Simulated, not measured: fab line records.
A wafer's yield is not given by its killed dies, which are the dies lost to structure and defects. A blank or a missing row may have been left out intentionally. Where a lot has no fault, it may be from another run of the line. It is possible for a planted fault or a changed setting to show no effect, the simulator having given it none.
Matching of chambers | flow sky130 | SKY_VIA2_ETCH_15 on rie diel-01 has 4 sister chambers
The step etches SiO2 in C4F8/O2/Ar, stops on TiN, target depth 546 nm, time 84 s. 4 wafers are shown with their chamber, then 7 later ones without.

## EACH WAFER AND ITS CHAMBER
wafer  | chamber | oes product au (a.u.)
L802.4 | 2       | 0.933
L805.2 | 3       | 0.935
L806.2 | 0       | 0.940
L806.3 | 1       | 0.939

## WAFERS WITHOUT THEIR CHAMBER
wafer  | oes product au (a.u.)
L806.5 | 0.937
L808.2 | 0.934
L808.4 | 0.946
L808.5 | 0.935
L810.1 | 0.935
L810.2 | 0.930
L810.3 | 0.938

## WHICH CHAMBER EACH WENT THROUGH
wafer  | from the rows above               | in truth
L806.5 | can't be placed: 1 or 3 or 0 or 2 | 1
L808.2 | can't be placed: 2 or 3 or 1 or 0 | 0
L808.4 | can't be placed: 0 or 1 or 3      | 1
L808.5 | can't be placed: 3 or 2 or 1 or 0 | 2
L810.1 | can't be placed: 3 or 2 or 1 or 0 | 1
L810.2 | can't be placed: 2 or 3           | 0
L810.3 | can't be placed: 1 or 0 or 3 or 2 | 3
0 of 7 placed correctly. Unplaceable from these rows: 7, with the true chamber sitting among the candidates in 6. Wrongly placed: 0.
How it was worked out, from the rows above alone: a wafer's distance from a chamber is the root of the sum, over the readings, of the square of ((its reading less the chamber's mean) divided by the reading's scatter). The wafer belongs to the nearest chamber; if the next one is less than 2 further off, it can't be placed. The mean given for a chamber averages the wafers shown for that chamber. The scatter: root of mean squared gap, hidden wafer to nearest shown wafer, with one shown wafer a chamber.
